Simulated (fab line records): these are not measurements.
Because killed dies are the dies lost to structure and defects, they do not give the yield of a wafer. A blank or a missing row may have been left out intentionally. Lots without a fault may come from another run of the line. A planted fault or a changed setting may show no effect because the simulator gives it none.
Tool commonality check | flow gf180mcu | Sampled: 11 lots, 39 wafers

## WHY IT WAS OPENED
2 of 11 lots carry a flag on the reading HV_LDD_RS at GF_HV_LDD_RS_MEAS_53. Wafers without a fault read 418.3 ohm/sq, standard deviation 0.89.
Rule: a lot is flagged in two cases, either no wafer of it has a number, or all its wafers with numbers fall more than 4 standard deviations from that mean. As for the other lots, they are considered sound.

lot  | measured     | on           | HV_LDD_RS (ohm/sq), wafer by wafer  | flag
L198 | day 12 16:55 | filmMetro-02 | 418.2 418.1 418.8                   | 
L202 | day 13 14:50 | filmMetro-02 | 417.3 417.5 419.1                   | 
L201 | day 13 19:31 | filmMetro-04 | 419.8 419.8 421.3                   | 
L203 | day 14 05:47 | filmMetro-02 | 417.6 418.2 417.5                   | 
L209 | day 16 12:06 | filmMetro-02 | 419.1 419.3 418.4                   | 
L210 | day 17 03:13 | filmMetro-01 | 440.4 439.6 441.2 440.1 439.9 440.4 | FLAGGED
L212 | day 17 17:59 | filmMetro-04 | 419.3 419.5 419.1                   | 
L211 | day 17 20:49 | filmMetro-04 | 441.4 440.4 440.3 441.4 440.1 441.0 | FLAGGED
L217 | day 18 18:59 | filmMetro-01 | 418.8 419.5 418.9                   | 
L220 | day 19 18:03 | filmMetro-01 | 416.8 418.0 418.2                   | 
L221 | day 19 20:17 | filmMetro-01 | 418.4 418.9 417.6                   | 
The mean of the flagged lots' numbers is 440.5 ohm/sq, +22.2 ohm/sq from the usual (+25 standard deviations).

## TOOL THAT RAN EACH LOT
Before the reading, the record contains 2 process steps out of a 602-step route. Every cell lists first the tool, next ch and the chambers used by the sampled wafers, and last the start.
lot  | flag    | GF_HV_LDD_IMPLANT_09            | GF_HV_LDD_STRIP_22
L198 |         | implanter-04 ch 0, day 10 07:28 | plasmaAsher-03 ch 0,1, day 11 01:29
L202 |         | implanter-04 ch 0, day 11 03:36 | plasmaAsher-01 ch 0,1, day 11 22:48
L201 |         | implanter-04 ch 0, day 11 07:10 | plasmaAsher-04 ch 0, day 12 02:52
L203 |         | implanter-03 ch 0, day 11 18:02 | plasmaAsher-03 ch 0,1, day 12 13:15
L209 |         | implanter-01 ch 0, day 13 18:47 | plasmaAsher-01 ch 0,1, day 14 15:41
L210 | FLAGGED | implanter-04 ch 0, day 14 08:19 | plasmaAsher-03 ch 0,1, day 15 05:44
L212 |         | implanter-03 ch 0, day 14 22:09 | plasmaAsher-03 ch 0,1, day 15 19:37
L211 | FLAGGED | implanter-04 ch 0, day 15 00:47 | plasmaAsher-01 ch 0,1, day 15 23:28
L217 |         | implanter-03 ch 0, day 15 21:28 | plasmaAsher-01 ch 0,1, day 16 19:28
L220 |         | implanter-01 ch 0, day 16 17:07 | plasmaAsher-03 ch 0,1, day 17 16:47
L221 |         | implanter-03 ch 0, day 16 20:34 | plasmaAsher-01 ch 0,1, day 17 20:16
These steps, and what they do:
- GF_HV_LDD_IMPLANT_09
- GF_HV_LDD_STRIP_22: strips in O2/N2.
- GF_HV_LDD_RS_MEAS_53: measures by four-point-probe.

## FLAGGED AGAINST TOTAL, ONE TOOL AT A TIME (gauges that did the reading follow at the end)
step                 | tool           | lots run | flagged | share of the flagged lots | sound lots run after its first flagged lot
GF_HV_LDD_IMPLANT_09 | implanter-01   | 2        | 0       | none                      | -
GF_HV_LDD_IMPLANT_09 | implanter-03   | 4        | 0       | none                      | -
GF_HV_LDD_IMPLANT_09 | implanter-04   | 5        | 2       | all                       | 0
GF_HV_LDD_STRIP_22   | plasmaAsher-01 | 5        | 1       | some                      | 2 (L217,L221)
GF_HV_LDD_STRIP_22   | plasmaAsher-03 | 5        | 1       | some                      | 2 (L212,L220)
GF_HV_LDD_STRIP_22   | plasmaAsher-04 | 1        | 0       | none                      | -
GF_HV_LDD_RS_MEAS_53 | filmMetro-01   | 4        | 1       | some                      | 3 (L217,L220,L221)
GF_HV_LDD_RS_MEAS_53 | filmMetro-02   | 4        | 0       | none                      | -
GF_HV_LDD_RS_MEAS_53 | filmMetro-04   | 3        | 1       | some                      | 0

## WHAT IS ALLOWED BY THE TABLE
All flagged lots share 1 row of the table, namely implanter-04 at GF_HV_LDD_IMPLANT_09.
- implanter-04 at GF_HV_LDD_IMPLANT_09: 2 of its 5 lots flagged. It ran its last sound lot, L201, at day 11 07:10 and its first flagged lot, L210, at day 14 08:19: a fault with its onset between the two fits.
One tool is left: implanter-04 at GF_HV_LDD_IMPLANT_09.

## WHAT THE SIMULATOR PUT IN
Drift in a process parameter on implanter-04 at GF_HV_LDD_IMPLANT_09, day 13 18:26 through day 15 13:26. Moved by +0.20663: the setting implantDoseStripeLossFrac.
Lots struck among those shown: L210, L211. Same finding as the rule above.
